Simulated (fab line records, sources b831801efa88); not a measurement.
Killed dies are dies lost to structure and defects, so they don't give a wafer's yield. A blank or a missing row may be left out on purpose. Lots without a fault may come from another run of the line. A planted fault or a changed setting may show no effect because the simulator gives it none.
Which tool did it? | flow sky130 | 13 lots, 39 wafers sampled, at 2 steps of a route of 708

WHAT THE GAUGES READ, wafer by wafer
SKY_VIA4_THK_MEAS_01.
lot  | measured     | on            | VIA4_HDPCVD_THK (nm)
L218 | day 41 20:06 | film_metro-01 | 1761 1765 1753
L219 | day 42 02:55 | film_metro-02 | 1728 1719 1755
L220 | day 42 11:20 | film_metro-04 | 1695 1745 1705
L221 | day 42 21:16 | film_metro-04 | 1735 1746 1729
L222 | day 43 08:41 | film_metro-01 | 1717 1702 1736
L223 | day 43 11:22 | film_metro-01 | 1769 1737 1723
L224 | day 43 18:25 | film_metro-02 | 1718 1691 1735
L225 | day 44 01:23 | film_metro-04 | 1742 1734 1726
L227 | day 44 21:22 | film_metro-02 | 1750 1738 1739
L228 | day 44 20:52 | film_metro-01 | 1753 1766 1737
L229 | day 45 03:34 | film_metro-02 | 1704 1733 1750
L232 | day 46 06:56 | film_metro-04 | 1736 1765 1749
L236 | day 46 21:35 | film_metro-01 | 1744 1745 1743

WHICH TOOL RAN EACH LOT (tool, then ch and the chambers of the sampled wafers, then the start)
lot  | SKY_CONTACT_CMP_27
L218 | cmp-02 ch 1,2, day 31 13:16
L219 | cmp-02 ch 0,1,3, day 31 21:20
L220 | cmp-02 ch 1,3, day 32 07:49
L221 | cmp-02 ch 1,2,3, day 32 20:33
L222 | cmp-01 ch 0,1, day 33 11:13
L223 | cmp-02 ch 1,3, day 33 12:20
L224 | cmp-02 ch 0,3, day 33 19:09
L225 | cmp-01 ch 0,1,2, day 34 02:47
L227 | cmp-01 ch 0,1,3, day 35 01:05
L228 | cmp-02 ch 0,3, day 35 01:29
L229 | cmp-01 ch 1,2,3, day 35 10:25
L232 | cmp-02 ch 0,2,3, day 36 20:14
L236 | cmp-02 ch 0,1,2, day 37 17:01
- SKY_CONTACT_CMP_27: polishes, stops on SiO2, t overpolish 15 s, target thk 0 nm.

WHAT THE TOOLS THEMSELVES READ (means of the sampled wafers that have a number; where no wafer has one, the mark that the record gives instead)
SKY_CONTACT_CMP_27.
lot  | tool   | motor_current_A (A) | overpolish_run_s (s) | time_to_endpoint_s (s)
L218 | cmp-02 | 11.9                | 14.992               | 77
L219 | cmp-02 | 11.2                | 14.999               | 79
L220 | cmp-02 | 11.6                | 15.004               | 80
L221 | cmp-02 | 11.9                | 14.998               | 80
L222 | cmp-01 | 10.8                | 15.000               | 83
L223 | cmp-02 | 12.0                | 15.012               | 81
L224 | cmp-02 | 10.5                | 14.997               | 83
L225 | cmp-01 | 10.6                | 15.008               | 86
L227 | cmp-01 | 11.5                | 14.998               | 83
L228 | cmp-02 | 10.6                | 14.993               | 81
L229 | cmp-01 | 11.2                | 15.009               | 81
L232 | cmp-02 | 11.3                | 14.994               | 79
L236 | cmp-02 | 11.5                | 14.996               | 82

THE ANSWER, worked out from the rows above alone
Rule: what is usual is taken from the lots themselves. Put in order of their means at a reading, lots are off if they are a third of the lots or fewer, leave a main group of 4 or more, and stand apart from it by a gap of 3 or more times the standard deviation of the main group's means; of several such gaps the widest counts. A main group whose means are all the same, to the digits that the tables above print for the reading, isn't used. A lot without any number at a reading at which 4 lots or more have one is off too. The other lots that the step has rows for count as sound. The gauges are gone through in route order, then the tools' own readings, and for those a lot's mean is taken as printed above. The first step at which some lot is off is used, and at that step the reading that is off furthest; a lot without a number counts as furthest.
No lot is off at any reading shown: from this, nothing can be told.

WHAT THE SIMULATOR HAD PUT IN
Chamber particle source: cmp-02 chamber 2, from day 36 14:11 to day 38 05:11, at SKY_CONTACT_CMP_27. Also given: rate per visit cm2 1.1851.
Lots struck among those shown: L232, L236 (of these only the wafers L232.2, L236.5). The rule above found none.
